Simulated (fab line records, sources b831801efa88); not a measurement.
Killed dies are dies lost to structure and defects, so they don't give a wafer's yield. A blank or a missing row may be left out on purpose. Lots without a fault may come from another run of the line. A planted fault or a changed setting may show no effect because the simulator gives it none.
Which tool did it? | flow sfq_line | 13 lots, 39 wafers sampled, at 3 steps of a route of 325

WHAT THE GAUGES READ, wafer by wafer
SFQ_M1_OVL_MEAS_911.
lot  | measured     | on         | M1_OVL (nm)
L161 | day 22 18:59 | overlay-01 | 2 -1 -1
L164 | day 24 09:23 | overlay-01 | -5 -8 -7
L165 | day 24 15:23 | overlay-02 | 14 8 10
L166 | day 25 13:49 | overlay-01 | -3 -3 1
L168 | day 26 10:47 | overlay-01 | -4 -5 -3
L169 | day 26 14:24 | overlay-01 | -10 -15 -12
L170 | day 26 23:59 | overlay-02 | -5 -6 -5
L172 | day 27 11:59 | overlay-01 | -6 -5 -3
L173 | day 27 16:47 | overlay-01 | 3 7 2
L174 | day 27 17:59 | overlay-02 | -7 -7 0
L178 | day 30 10:35 | overlay-01 | 0 -7 -12
L182 | day 31 21:22 | overlay-02 | 3 -2 1
L183 | day 32 13:01 | overlay-02 | -6 -1 4

SFQ_JJ_RS_MEAS_929: measures by four-point-probe.
lot  | measured     | on            | JJ_NB_RS (ohm/sq)
L161 | day 53 16:27 | film_metro-03 | 1.034 1.033 1.029
L164 | day 54 17:29 | film_metro-03 | 1.028 1.041 1.040
L165 | day 54 18:39 | film_metro-03 | 1.054 1.053 1.048
L166 | day 57 12:25 | film_metro-02 | 1.063 1.048 1.051
L168 | day 62 17:17 | film_metro-01 | 1.042 1.043 1.052
L169 | day 62 18:40 | film_metro-02 | 1.052 1.058 1.057
L170 | day 63 02:42 | film_metro-01 | 1.049 1.063 1.059
L172 | day 63 22:05 | film_metro-01 | 1.067 1.063 1.073
L173 | day 64 01:40 | film_metro-02 | 1.066 1.058 1.062
L174 | day 64 07:32 | film_metro-02 | 1.045 1.044 0.719
L178 | day 66 11:51 | film_metro-01 | 1.039 1.039 1.032
L182 | day 67 23:48 | film_metro-01 | 1.053 1.043 1.051
L183 | day 68 02:12 | film_metro-02 | 1.057 1.071 1.059

WHICH TOOL RAN EACH LOT (tool, then ch and the chambers of the sampled wafers, then the start)
lot  | SFQ_TRILAYER_JJ_TRILAYER_DEP_SPUTTER_112
L161 | pvd_sputter-03, day 53 16:22
L164 | pvd_sputter-03, day 54 17:22
L165 | pvd_sputter-06, day 54 18:34
L166 | pvd_sputter-05, day 57 12:20
L168 | pvd_sputter-03, day 62 17:10
L169 | pvd_sputter-05, day 62 18:32
L170 | pvd_sputter-05, day 63 02:35
L172 | pvd_sputter-06, day 63 21:58
L173 | pvd_sputter-03, day 64 01:34
L174 | pvd_sputter-06, day 64 07:28
L178 | pvd_sputter-03, day 66 11:43
L182 | pvd_sputter-05, day 67 23:42
L183 | pvd_sputter-06, day 68 02:06
- SFQ_TRILAYER_JJ_TRILAYER_DEP_SPUTTER_112: material Nb, target thk 170 nm, time 113.3 s.

WHAT THE TOOLS THEMSELVES READ (means of the sampled wafers that have a number; where no wafer has one, the mark that the record gives instead)
SFQ_TRILAYER_JJ_TRILAYER_DEP_SPUTTER_112.
lot  | tool           | throttle_valve_pct (%)
L161 | pvd_sputter-03 | 30.8
L164 | pvd_sputter-03 | 30.4
L165 | pvd_sputter-06 | 29.7
L166 | pvd_sputter-05 | 29.5
L168 | pvd_sputter-03 | 30.2
L169 | pvd_sputter-05 | 29.4
L170 | pvd_sputter-05 | 29.3
L172 | pvd_sputter-06 | 30.3
L173 | pvd_sputter-03 | 30.1
L174 | pvd_sputter-06 | 29.8
L178 | pvd_sputter-03 | 30.3
L182 | pvd_sputter-05 | 29.1
L183 | pvd_sputter-06 | 30.4

THE ANSWER, worked out from the rows above alone
Rule: what is usual is taken from the lots themselves. Put in order of their means at a reading, lots are off if they are a third of the lots or fewer, leave a main group of 4 or more, and stand apart from it by a gap of 3 or more times the standard deviation of the main group's means; of several such gaps the widest counts. A main group whose means are all the same, to the digits that the tables above print for the reading, isn't used. A lot without any number at a reading at which 4 lots or more have one is off too. The other lots that the step has rows for count as sound. The gauges are gone through in route order, then the tools' own readings, and for those a lot's mean is taken as printed above. The first step at which some lot is off is used, and at that step the reading that is off furthest; a lot without a number counts as furthest.
Off: L174, at SFQ_JJ_RS_MEAS_929 (JJ_NB_RS). The main group: mean 1.051 ohm/sq, standard deviation 0.011.
A tool fits if, at a process step before that reading, it ran every lot that is off, and no sound lot after the first of them. The gauges at SFQ_JJ_RS_MEAS_929 are tried like those tools. None of those tried fits.

WHAT THE SIMULATOR HAD PUT IN
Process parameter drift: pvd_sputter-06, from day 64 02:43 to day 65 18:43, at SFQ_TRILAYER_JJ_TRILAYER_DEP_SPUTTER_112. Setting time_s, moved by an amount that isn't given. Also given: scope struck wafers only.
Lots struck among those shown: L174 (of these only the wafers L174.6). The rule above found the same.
